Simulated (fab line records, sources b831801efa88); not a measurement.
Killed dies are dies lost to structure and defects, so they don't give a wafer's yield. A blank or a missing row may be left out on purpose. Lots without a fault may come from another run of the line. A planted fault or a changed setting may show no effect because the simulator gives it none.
Chamber matching | flow sky130 | SKY_METAL4_ETCH_17 on rie_diel-03: 4 sister chambers
The step etches SiO2 in C4F8/O2/Ar, stops on TiN, time 3.9 s, target depth 15 nm. 4 wafers are shown with their chamber, then 10 later ones without.

WAFERS WITH THEIR CHAMBER
wafer  | chamber | oes_product_au (a.u.)
L077.4 | 1       | 0.754
L079.4 | 2       | 0.748
L080.1 | 0       | 0.754
L080.2 | 3       | 0.760

WAFERS WITHOUT THEIR CHAMBER
wafer  | oes_product_au (a.u.)
L080.4 | 0.757
L082.1 | 0.752
L082.3 | 0.753
L082.5 | 0.742
L092.1 | 0.746
L092.2 | 0.749
L092.6 | 0.756
L093.3 | 0.748
L093.4 | 0.743
L093.5 | 0.752

WHICH CHAMBER EACH WENT THROUGH
wafer  | from the rows above          | in truth
L080.4 | can't be placed: 0 or 1 or 3 | 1
L082.1 | can't be placed: 0 or 1 or 2 | 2
L082.3 | can't be placed: 0 or 1 or 2 | 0
L082.5 | 2                            | 2
L092.1 | 2                            | 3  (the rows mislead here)
L092.2 | can't be placed: 2 or 0 or 1 | 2
L092.6 | can't be placed: 0 or 1 or 3 | 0
L093.3 | 2                            | 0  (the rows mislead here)
L093.4 | 2                            | 2
L093.5 | can't be placed: 0 or 1 or 2 | 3
Placed correctly: 2 of 10. Can't be placed from these rows: 6 (the true chamber is among the candidates in 5). Placed wrongly: 2.
How it was worked out, from the rows above alone: a wafer's distance from a chamber is the root of the sum, over the readings, of the square of ((its reading less the chamber's mean) divided by the reading's scatter). The wafer belongs to the nearest chamber; if the next one is less than 2 further off, it can't be placed. A chamber's mean is the mean of its shown wafers. The scatter: with one shown wafer a chamber, the root of the mean of the squares of how far each hidden wafer lies from its nearest shown one.
